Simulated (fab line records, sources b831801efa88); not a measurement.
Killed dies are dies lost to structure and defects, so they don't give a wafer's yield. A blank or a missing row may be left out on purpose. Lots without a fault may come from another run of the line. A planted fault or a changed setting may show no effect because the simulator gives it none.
Which tool did it? | flow gf180mcu | 24 lots, 72 wafers sampled, at 3 steps of a route of 602

WHAT THE GAUGES READ, wafer by wafer
GF_M3_CD_MEAS_14: target cd 280 nm. Usual: cd_nm 279.9 nm, standard deviation 1.2.
lot  | measured     | on        | cd_nm (nm)        | flag
L074 | day 21 08:33 | cd_sem-02 | 280.4 280.6 278.9 |
L075 | day 21 15:37 | cd_sem-01 | 280.1 280.8 280.4 |
L076 | day 22 03:51 | cd_sem-01 | 281.1 280.1 281.9 |
L077 | day 22 14:05 | cd_sem-02 | 278.4 279.5 278.4 |
L078 | day 22 21:47 | cd_sem-02 | 279.4 279.2 280.3 |
L079 | day 23 07:49 | cd_sem-02 | 279.5 281.0 280.3 |
L080 | day 23 16:09 | cd_sem-01 | 281.4 281.3 282.0 |
L081 | day 23 20:54 | cd_sem-02 | 281.6 281.0 280.2 |
L082 | day 24 08:46 | cd_sem-01 | 280.8 280.4 281.6 |
L083 | day 24 11:26 | cd_sem-01 | 278.4 278.6 280.3 |
L084 | day 25 00:55 | cd_sem-01 | 281.2 279.6 280.1 |
L085 | day 25 02:53 | cd_sem-01 | 281.7 280.9 281.5 |
L086 | day 25 23:13 | cd_sem-02 | 280.6 279.2 279.3 |
L087 | day 26 00:37 | cd_sem-01 | 280.9 279.5 280.6 |
L088 | day 26 05:22 | cd_sem-01 | 279.6 280.6 279.2 |
L089 | day 26 20:21 | cd_sem-01 | 280.8 279.4 279.7 |
L090 | day 26 22:04 | cd_sem-02 | 278.8 280.3 279.4 |
L091 | day 27 05:00 | cd_sem-01 | 279.4 279.1 279.0 |
L092 | day 27 14:32 | cd_sem-02 | 279.2 278.3 279.0 |
L093 | day 28 01:22 | cd_sem-02 | 280.4 279.7 279.6 |
L094 | day 28 03:15 | cd_sem-02 | 278.6 279.1 280.2 |
L096 | day 28 16:26 | cd_sem-02 | 278.9 278.3 279.0 |
L095 | day 28 18:25 | cd_sem-02 | 279.8 280.0 280.9 |
L097 | day 28 19:07 | cd_sem-02 | 277.3 277.7 276.6 |

GF_V3_RS_MEAS_24: measures by four-point-probe. Usual: V3_W_RS 0.327 ohm/sq, standard deviation 0.0053.
lot  | measured     | on            | V3_W_RS (ohm/sq)  | flag
L074 | day 22 10:09 | film_metro-02 | 0.326 0.329 0.328 |
L075 | day 22 16:40 | film_metro-03 | 0.327 0.315 0.323 |
L076 | day 23 04:56 | film_metro-01 | 0.329 0.329 0.328 |
L077 | day 23 16:08 | film_metro-01 | 0.330 0.328 0.329 |
L078 | day 23 23:14 | film_metro-02 | 0.332 0.327 0.333 |
L079 | day 24 08:34 | film_metro-01 | 0.320 0.328 0.332 |
L080 | day 24 16:53 | film_metro-01 | 0.331 0.327 0.332 |
L081 | day 24 20:56 | film_metro-01 | 0.325 0.318 0.315 |
L082 | day 25 09:39 | film_metro-03 | 0.331 0.334 0.332 |
L083 | day 25 10:54 | film_metro-01 | 0.331 0.327 0.327 |
L084 | day 26 00:14 | film_metro-03 | 0.321 0.329 0.315 |
L085 | day 26 02:36 | film_metro-03 | 0.340 0.333 0.331 |
L086 | day 26 21:49 | film_metro-02 | 0.325 0.326 0.332 |
L087 | day 26 23:24 | film_metro-01 | 0.316 0.321 0.328 |
L088 | day 27 04:10 | film_metro-03 | 0.327 0.325 0.330 |
L089 | day 27 18:20 | film_metro-01 | 0.319 0.320 0.319 |
L090 | day 27 20:58 | film_metro-01 | 0.327 0.323 0.328 |
L091 | day 28 03:28 | film_metro-03 | 0.328 0.328 0.323 |
L092 | day 28 12:44 | film_metro-02 | 0.332 0.334 0.332 |
L093 | day 28 22:27 | film_metro-01 | 0.329 0.334 0.334 |
L094 | day 29 00:46 | film_metro-03 | 0.330 0.334 0.329 |
L096 | day 29 14:17 | film_metro-03 | 0.330 0.319 0.321 |
L095 | day 29 16:01 | film_metro-03 | 0.331 0.316 0.327 |
L097 | day 29 17:01 | film_metro-03 | 0.332 0.334 0.329 |

GF_M4_OVL_MEAS_15. Usual: M4_OVL 1 nm, standard deviation 4.6.
lot  | measured     | on         | M4_OVL (nm) | flag
L074 | day 23 09:27 | overlay-01 | -3 -5 -6    |
L075 | day 23 16:12 | overlay-01 | 6 3 2       |
L076 | day 24 03:54 | overlay-02 | -1 -5 4     |
L077 | day 24 15:07 | overlay-02 | 13 5 9      |
L078 | day 24 22:05 | overlay-02 | -3 -5 1     |
L079 | day 25 07:11 | overlay-01 | 3 4 2       |
L080 | day 25 15:31 | overlay-02 | 5 -1 1      |
L081 | day 25 19:22 | overlay-01 | 3 -3 7      |
L082 | day 26 07:57 | overlay-01 | -1 -1 -3    |
L083 | day 26 09:33 | overlay-01 | 5 3 2       |
L084 | day 26 21:12 | overlay-02 | -3 -2 -2    |
L085 | day 27 00:11 | overlay-02 | -4 -5 2     |
L086 | day 27 18:41 | overlay-02 | 7 -2 0      |
L087 | day 27 20:18 | overlay-01 | -1 -3 -1    |
L088 | day 28 00:53 | overlay-01 | -5 0 -4     |
L089 | day 28 14:38 | overlay-01 | 8 5 5       |
L090 | day 28 17:55 | overlay-02 | 6 8 0       |
L091 | day 28 23:29 | overlay-02 | 2 0 4       |
L092 | day 29 08:22 | overlay-02 | -6 -1 -2    |
L093 | day 29 18:01 | overlay-02 | 6 6 6       |
L094 | day 29 20:46 | overlay-02 | -10 -3 3    |
L096 | day 30 09:12 | overlay-02 | 1 1 3       |
L095 | day 30 10:52 | overlay-02 | 2 1 0       |
L097 | day 30 11:49 | overlay-02 | 1 5 5       |

WHICH TOOL RAN EACH LOT (tool, then ch and the chambers of the sampled wafers, then the start)
The record holds no process step before these readings.

WHAT THE TOOLS THEMSELVES READ (means of the sampled wafers that have a number; where no wafer has one, the mark that the record gives instead)
The record holds no such reading with a usual standard deviation.

THE ANSWER, worked out from the rows above alone
Rule: a lot is off if the mean of its wafers that have a number lies more than 3 standard deviations from the usual mean. A lot without any number at a reading at which 4 lots or more have one is off too. The other lots that the step has rows for count as sound. The gauges are gone through in route order, then the tools' own readings, and for those a lot's mean is taken as printed above. The first step at which some lot is off is used, and at that step the reading that is off furthest; a lot without a number counts as furthest.
No lot is off at any reading shown: from this, nothing can be told.

WHAT THE SIMULATOR HAD PUT IN
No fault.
